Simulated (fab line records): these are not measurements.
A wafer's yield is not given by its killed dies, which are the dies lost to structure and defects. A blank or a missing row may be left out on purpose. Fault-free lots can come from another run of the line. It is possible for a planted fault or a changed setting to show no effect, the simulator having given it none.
Which tool is to blame? || flow gf180mcu || 18 wafers from 6 lots sampled at 4 of the route's 602 steps

## WHAT THE GAUGES SHOWED, per wafer
GF_M1_CD_MEAS_14: the cd target is 230 nm.
{"lot": "L193", "measured": "day 17 04:55", "on": "cdSem-01", "cdNm (nm)": "229.5 230.6 230.1"}
{"lot": "L197", "measured": "day 19 00:50", "on": "cdSem-01", "cdNm (nm)": "230.8 231.1 231.5"}
{"lot": "L199", "measured": "day 19 17:47", "on": "cdSem-02", "cdNm (nm)": "229.0 229.1 229.4"}
{"lot": "L203", "measured": "day 21 07:23", "on": "cdSem-02", "cdNm (nm)": "230.7 228.9 229.1"}
{"lot": "L212", "measured": "day 24 07:13", "on": "cdSem-01", "cdNm (nm)": "230.0 230.0 230.9"}
{"lot": "L214", "measured": "day 25 06:41", "on": "cdSem-01", "cdNm (nm)": "228.8 229.9 228.9"}

## WHAT TOOL EACH LOT RAN ON (gives the tool, then ch and the chambers of the sampled wafers, and finally the start)
{"lot": "L193", "GF_POLY_GATE_ETCH_13": "rieSi-02 ch 0,1,2, day 9 08:43", "GF_HV_LDD_RTA_52": "rtpAnneal-02 ch 0, day 12 12:58", "GF_CONTACT_CMP_27": "cmp-01 ch 1,2,3, day 16 06:46"}
{"lot": "L197", "GF_POLY_GATE_ETCH_13": "rieSi-01 ch 1,2, day 10 16:26", "GF_HV_LDD_RTA_52": "rtpAnneal-01 ch 0, day 14 02:26", "GF_CONTACT_CMP_27": "cmp-01 ch 1,2,3, day 18 00:13"}
{"lot": "L199", "GF_POLY_GATE_ETCH_13": "rieSi-02 ch 1,2,3, day 11 08:14", "GF_HV_LDD_RTA_52": "rtpAnneal-02 ch 0, day 14 18:23", "GF_CONTACT_CMP_27": "cmp-02 ch 1,2,3, day 18 17:17"}
{"lot": "L203", "GF_POLY_GATE_ETCH_13": "rieSi-01 ch 0,3, day 12 12:19", "GF_HV_LDD_RTA_52": "rtpAnneal-01 ch 0, day 16 01:16", "GF_CONTACT_CMP_27": "cmp-01 ch 0,1,2, day 20 07:19"}
{"lot": "L212", "GF_POLY_GATE_ETCH_13": "rieSi-02 ch 0,3, day 15 05:05", "GF_HV_LDD_RTA_52": "rtpAnneal-01 ch 0, day 19 04:52", "GF_CONTACT_CMP_27": "cmp-02 ch 0,3, day 23 08:54"}
{"lot": "L214", "GF_POLY_GATE_ETCH_13": "rieSi-01 ch 0,1,3, day 16 00:14", "GF_HV_LDD_RTA_52": "rtpAnneal-02 ch 0, day 20 04:38", "GF_CONTACT_CMP_27": "cmp-02 ch 1,2,3, day 24 07:54"}
- GF_POLY_GATE_ETCH_13: etches poly-Si in HBr/Cl2, stops on SiO2, target depth 198.5 nm, time 69.6 s.
- GF_HV_LDD_RTA_52: time 10.79 s.
- GF_CONTACT_CMP_27: polishes, stops on SiO2, t overpolish 15 s, target thk 0 nm.

## THE ANSWER, worked out from the rows above alone
Rule: what is usual is taken from the lots themselves. The widest of any qualifying gaps counts: lots, ordered by their means at a reading, are off when they make up no more than a third of the lots, leave a main group of 4 or more, and stand apart from it by 3 or more times the standard deviation of that group's means. Not used: any main group whose means are identical at the precision the tables above print for the reading. Also off: a lot with no number at a reading for which 4 or more lots have one. The other lots that the step has rows for count as sound.
None of the lots is off at any reading shown; this tells nothing.

## WHAT THE SIMULATOR HAD INSERTED
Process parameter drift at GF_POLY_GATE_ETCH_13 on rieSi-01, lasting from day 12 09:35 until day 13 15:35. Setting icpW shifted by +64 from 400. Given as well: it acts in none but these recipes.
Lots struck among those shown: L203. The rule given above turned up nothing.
